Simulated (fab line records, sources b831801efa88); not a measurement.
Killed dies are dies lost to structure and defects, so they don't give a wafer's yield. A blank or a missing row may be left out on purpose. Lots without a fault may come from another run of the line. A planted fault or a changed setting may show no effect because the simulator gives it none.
Chamber matching | flow sfq_line | SFQ_TRILAYER_I7_VIA_ETCH_VIA_ETCH_190 on rie_diel-03: 4 sister chambers
The step etches SiO2 in CHF3, stops on Nb, target depth 260 nm. 14 wafers are shown with their chamber, then 6 later ones without.

WAFERS WITH THEIR CHAMBER
wafer  | chamber | drypump_motor_current_A (A) | oes_product_au (a.u.)
L185.2 | 1       | 5.6                         | 0.849
L185.4 | 2       | 6.4                         | 0.858
L185.6 | 1       | 5.6                         | 0.856
L186.3 | 2       | 6.4                         | 0.851
L186.4 | 3       | 5.0                         | 0.849
L186.5 | 2       | 6.4                         | 0.851
L190.4 | 2       | 6.4                         | 0.849
L190.5 | 0       | 6.4                         | 0.842
L190.6 | 1       | 5.5                         | 0.849
L193.1 | 1       | 5.6                         | 0.852
L193.2 | 3       | 5.0                         | 0.851
L193.4 | 0       | 6.4                         | 0.851
L194.1 | 1       | 5.6                         | 0.860
L194.3 | 0       | 6.4                         | 0.858

SIGNATURES (means of the wafers above)
reading                 | chamber 0 | chamber 1 | chamber 2 | chamber 3 | scatter within a chamber
drypump_motor_current_A | 6.400     | 5.580     | 6.400     | 5.000     | 0.0283
oes_product_au          | 0.85033   | 0.85320   | 0.85225   | 0.85000   | 0.00518
Rule: a wafer's distance from a chamber is the root of the sum, over the readings, of the square of ((its reading less the chamber's mean) divided by the reading's scatter). The wafer belongs to the nearest chamber; if the next one is less than 2 further off, it can't be placed. The scatter: the root of (the sum of the squares of (reading less its chamber's mean) over the shown wafers, divided by (wafers less chambers)).

WAFERS WITHOUT THEIR CHAMBER
wafer  | drypump_motor_current_A (A) | oes_product_au (a.u.)
L194.5 | 5.6                         | 0.850
L196.1 | 5.0                         | 0.857
L199.1 | 6.5                         | 0.851
L205.2 | 5.0                         | 0.855
L205.4 | 5.6                         | 0.849
L205.5 | 5.0                         | 0.850

WHICH CHAMBER EACH WENT THROUGH
wafer  | from the rows above     | in truth
L194.5 | 1                       | 1
L196.1 | 3                       | 3
L199.1 | can't be placed: 0 or 2 | 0
L205.2 | 3                       | 3
L205.4 | 1                       | 1
L205.5 | 3                       | 3
Placed correctly: 5 of 6. Can't be placed from these rows: 1 (the true chamber is among the candidates in 1). Placed wrongly: 0.
